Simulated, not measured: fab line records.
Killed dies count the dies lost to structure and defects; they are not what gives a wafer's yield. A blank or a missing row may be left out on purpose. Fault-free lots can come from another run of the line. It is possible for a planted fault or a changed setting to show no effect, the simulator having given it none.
A lot that was struck, set against a sound lot + flow sfqLine + 13 out of 325 route steps
Sound: the wafers L358.3, L358.5, L358.6. Struck: wafers L365.1, L365.4 (left out: L365.3, a lot-mate that was not struck); the cause follows at the end.
Order at every step that has rows: each side's tool, ch and its chambers, its first start. Under that, the readings that differ: sound wafers + struck wafers + difference of the means + sigmas: that difference in standard deviations of wafers without a fault.
alike: readings whose means differ by less than 2 such deviations, and words and numbers that are the same on both sides. not compared: withheld readings, readings that some wafer has no value for, bounds like >300 that may hide the same value, and numbers for which the record gives no deviation and whose values overlap.
A row with sigmas, a row that says differs or no value, or rows on one side alone: a step with any of these is where the two part. Non-overlapping numbers with no deviation appear without sigmas and do not part them. A reading that every wafer of one side lacks parts them only if that side has two wafers or more.

first, 1 step without rows for these wafers: SFQ_TRILAYER_JJ_TRILAYER_DEP_AL_OXIDATION_111 (oxidation time 600 s).
SFQ_TRILAYER_JJ_TRILAYER_DEP_SPUTTER_112: material Nb, target thk 170 nm, time 113.3 s.
  struck on pvdSputter-04, day 55 07:17; sound on pvdSputter-03, day 51 14:59
  alike: throttleValvePct
SFQ_JJ_RS_MEAS_929: measures by four-point-probe.
  struck on filmMetro-03, day 55 07:22; sound on filmMetro-03, day 51 15:07
  alike: JJ_NB_RS
then, 6 steps without rows for these wafers: SFQ_TRILAYER_JJ_CE_LITHO_COAT_119 (resist thk 62 nm); SFQ_TRILAYER_JJ_CE_LITHO_COAT_114 (resist thk 600 nm); SFQ_TRILAYER_JJ_CE_LITHO_SOFTBAKE_118; SFQ_TRILAYER_JJ_CE_LITHO_EXPOSE_115 (exposes mask J5, target cd 700 nm); SFQ_TRILAYER_JJ_CE_LITHO_PEB_117 (peb time 60 s); SFQ_TRILAYER_JJ_CE_LITHO_DEVELOP_116 (time 60 s).
SFQ_JJ_OVL_MEAS_931:
  struck on overlay-02, day 55 09:48; sound on overlay-01, day 51 22:49
  alike: J5_OVL
SFQ_TRILAYER_JJ_CE_METRO_MEASURE_117:
  struck on cdSem-02, day 55 09:50; sound on cdSem-02, day 51 23:14
  alike: cdNm
SFQ_TRILAYER_JJ_CE_BARC_OPEN_RIE_150: chemistry O2, target BARC, target depth 240 nm, time 80 s.
  sound on rieMetal-04 ch 0, day 52 00:06; struck on rieMetal-04 ch 1, day 55 11:02
| reading                      | sound              | struck      | difference | sigmas      |
|------------------------------|--------------------|-------------|------------|-------------|
| chamberPressureMTorr (mTorr) | 10.001 9.999 9.991 | 7.997 8.003 | -1.997     | -99 or more |
  alike: drypumpMotorCurrentA, oesProductAu
  not compared: rfHoursCounterH
SFQ_TRILAYER_JJ_CE_ETCH_RIE_118: chemistry SF6, target Nb, stops on Al2O3, time 97.7 s, target depth 170 nm.
  sound on rieMetal-04 ch 0, day 52 00:18; struck on rieMetal-04 ch 1, day 55 11:08
  alike: chamberPressureMTorr, drypumpMotorCurrentA, oesProductAu
  not compared: rfHoursCounterH

WHERE THEY PART
Only at SFQ_TRILAYER_JJ_CE_BARC_OPEN_RIE_150, within this record. Later steps at which nothing parts them and some readings are alike: SFQ_TRILAYER_JJ_CE_ETCH_RIE_118.

WHY: the cause the simulator had injected
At SFQ_TRILAYER_JJ_CE_BARC_OPEN_RIE_150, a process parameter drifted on rieMetal-04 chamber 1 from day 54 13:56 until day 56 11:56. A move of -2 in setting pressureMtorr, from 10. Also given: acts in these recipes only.
